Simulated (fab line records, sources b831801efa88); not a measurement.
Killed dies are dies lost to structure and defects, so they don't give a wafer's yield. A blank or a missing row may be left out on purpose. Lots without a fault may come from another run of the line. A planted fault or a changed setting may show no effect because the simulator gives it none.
Which tool did it? | flow sky130 | 13 lots, 39 wafers sampled, at 5 steps of a route of 708

WHAT THE GAUGES READ, wafer by wafer
SKY_FIELD_ISO_THK_MEAS_02.
lot  | measured    | on            | FIELD_ISO_OXIDATION_00_THK (nm)
L631 | day 1 12:49 | film_metro-03 | 11.99 11.89 11.97
L632 | day 1 16:41 | film_metro-04 | 12.01 12.21 11.97
L634 | day 2 02:38 | film_metro-03 | 12.20 11.98 12.04
L638 | day 2 22:47 | film_metro-04 | 11.97 11.91 11.72
L639 | day 3 03:38 | film_metro-03 | 11.86 11.62 11.73
L640 | day 3 08:38 | film_metro-03 | 11.96 12.08 11.85
L641 | day 3 15:45 | film_metro-04 | 11.80 11.62 11.86
L643 | day 4 00:22 | film_metro-03 | 12.07 11.95 11.93
L645 | day 4 09:38 | film_metro-01 | 11.88 11.93 11.86
L647 | day 4 21:20 | film_metro-01 | 19.25 19.37 19.25
L648 | day 5 00:38 | film_metro-04 | 12.15 11.98 12.05
L650 | day 5 15:38 | film_metro-01 | 18.92 18.91 19.07
L653 | day 6 03:21 | film_metro-01 | 11.78 11.65 11.83

SKY_NWELL_TW_MEAS_26.
lot  | measured     | on            | NWELL_2_TW
L631 | day 5 12:04  | film_metro-03 | 492 493 492
L632 | day 5 13:12  | film_metro-02 | 495 494 494
L634 | day 6 03:05  | film_metro-04 | 495 495 495
L638 | day 7 01:38  | film_metro-04 | 491 489 492
L639 | day 7 08:46  | film_metro-04 | 492 489 489
L640 | day 7 16:13  | film_metro-02 | 496 496 497
L641 | day 7 20:42  | film_metro-03 | 499 496 498
L643 | day 8 10:48  | film_metro-02 | 498 499 498
L645 | day 8 20:16  | film_metro-02 | 497 499 499
L647 | day 9 10:11  | film_metro-02 | 499 498 499
L648 | day 9 14:51  | film_metro-04 | 488 488 486
L650 | day 10 03:50 | film_metro-03 | 497 497 497
L653 | day 10 22:44 | film_metro-03 | 497 497 496

SKY_VT_ADJUST_HVTP_CD_MEAS_07: target cd 380 nm.
lot  | measured     | on        | cd_nm (nm)
L631 | day 6 07:10  | cd_sem-02 | 379.8 378.1 376.9
L632 | day 6 07:47  | cd_sem-01 | 378.2 379.1 378.4
L634 | day 6 22:43  | cd_sem-02 | 379.3 377.1 382.0
L638 | day 7 21:32  | cd_sem-01 | 377.1 375.7 380.2
L639 | day 8 05:47  | cd_sem-01 | 377.7 377.3 376.6
L640 | day 8 12:08  | cd_sem-01 | 379.8 382.3 379.5
L641 | day 8 17:37  | cd_sem-02 | 383.1 382.8 381.3
L643 | day 9 08:31  | cd_sem-01 | 381.7 382.0 380.0
L645 | day 9 17:43  | cd_sem-02 | 381.7 381.0 382.4
L647 | day 10 07:58 | cd_sem-02 | 383.2 384.0 380.4
L648 | day 10 12:58 | cd_sem-01 | 384.6 381.1 380.5
L650 | day 11 03:00 | cd_sem-01 | 385.3 385.9 386.1
L653 | day 11 21:28 | cd_sem-02 | 381.0 380.4 378.8

WHICH TOOL RAN EACH LOT (tool, then ch and the chambers of the sampled wafers, then the start)
lot  | SKY_FIELD_ISO_OXIDATION_01   | SKY_FIELD_ISO_ETCH_15
L631 | furnace-01 ch 0, day 1 11:19 | rie_diel-03 ch 0,2,3, day 2 09:29
L632 | furnace-02 ch 0, day 1 15:10 | rie_diel-04 ch 1,2, day 2 09:31
L634 | furnace-01 ch 0, day 2 01:07 | rie_diel-03 ch 0,1,2, day 3 00:58
L638 | furnace-02 ch 0, day 2 21:15 | rie_diel-01 ch 0,3, day 3 17:44
L639 | furnace-01 ch 0, day 3 02:07 | rie_diel-04 ch 0,2,3, day 3 21:34
L640 | furnace-02 ch 0, day 3 07:07 | rie_diel-01 ch 0,1,2, day 4 04:41
L641 | furnace-02 ch 0, day 3 14:14 | rie_diel-04 ch 0,2,3, day 4 10:07
L643 | furnace-02 ch 0, day 3 22:52 | rie_diel-01 ch 0,1,2, day 4 19:19
L645 | furnace-01 ch 0, day 4 08:07 | rie_diel-01 ch 0,2,3, day 5 06:04
L647 | furnace-01 ch 0, day 4 18:07 | rie_diel-04 ch 0,1,2, day 5 16:28
L648 | furnace-01 ch 0, day 4 23:07 | rie_diel-04 ch 0,1,2, day 5 20:32
L650 | furnace-01 ch 0, day 5 11:06 | rie_diel-03 ch 0,1,2, day 6 09:19
L653 | furnace-02 ch 0, day 6 01:50 | rie_diel-01 ch 1,2,3, day 7 00:56
- SKY_FIELD_ISO_OXIDATION_01: stabilise 600 s, purge 300 s, target thk 12 nm.
- SKY_FIELD_ISO_ETCH_15: etches the open film in CHF3/O2, stops on Si, target depth 180 nm, time 72 s.

WHAT THE TOOLS THEMSELVES READ (means of the sampled wafers that have a number; where no wafer has one, the mark that the record gives instead)
SKY_FIELD_ISO_ETCH_15.
lot  | tool        | chamber_pressure_mTorr (mTorr) | drypump_motor_current_A (A) | oes_product_au (a.u.) | throttle_valve_pct (%)
L631 | rie_diel-03 | 40.01                          | 5.7                         | 0.957                 | 8.841
L632 | rie_diel-04 | 40.00                          | 5.6                         | 0.946                 | 8.842
L634 | rie_diel-03 | 39.99                          | 5.9                         | 0.949                 | 8.849
L638 | rie_diel-01 | 40.00                          | 6.0                         | 0.944                 | 8.846
L639 | rie_diel-04 | 40.00                          | 5.7                         | 0.944                 | 8.847
L640 | rie_diel-01 | 40.01                          | 6.1                         | 0.947                 | 8.836
L641 | rie_diel-04 | 40.00                          | 5.7                         | 0.951                 | 8.851
L643 | rie_diel-01 | 40.01                          | 6.1                         | 0.942                 | 8.838
L645 | rie_diel-01 | 40.01                          | 5.7                         | 0.952                 | 8.846
L647 | rie_diel-04 | 40.03                          | 5.5                         | 0.946                 | 8.849
L648 | rie_diel-04 | 39.99                          | 5.5                         | 0.953                 | 8.850
L650 | rie_diel-03 | 39.96                          | 5.9                         | 0.947                 | 8.834
L653 | rie_diel-01 | 40.00                          | 5.7                         | 0.953                 | 8.843

THE ANSWER, worked out from the rows above alone
Rule: what is usual is taken from the lots themselves. Put in order of their means at a reading, lots are off if they are a third of the lots or fewer, leave a main group of 4 or more, and stand apart from it by a gap of 3 or more times the standard deviation of the main group's means; of several such gaps the widest counts. A main group whose means are all the same, to the digits that the tables above print for the reading, isn't used. A lot without any number at a reading at which 4 lots or more have one is off too. The other lots that the step has rows for count as sound. The gauges are gone through in route order, then the tools' own readings, and for those a lot's mean is taken as printed above. The first step at which some lot is off is used, and at that step the reading that is off furthest; a lot without a number counts as furthest.
Off: L647, L650, at SKY_FIELD_ISO_THK_MEAS_02 (FIELD_ISO_OXIDATION_00_THK). The main group: mean 11.92 nm, standard deviation 0.12.
A tool fits if, at a process step before that reading, it ran every lot that is off, and no sound lot after the first of them. The gauges at SKY_FIELD_ISO_THK_MEAS_02 are tried like those tools. None of those tried fits.

WHAT THE SIMULATOR HAD PUT IN
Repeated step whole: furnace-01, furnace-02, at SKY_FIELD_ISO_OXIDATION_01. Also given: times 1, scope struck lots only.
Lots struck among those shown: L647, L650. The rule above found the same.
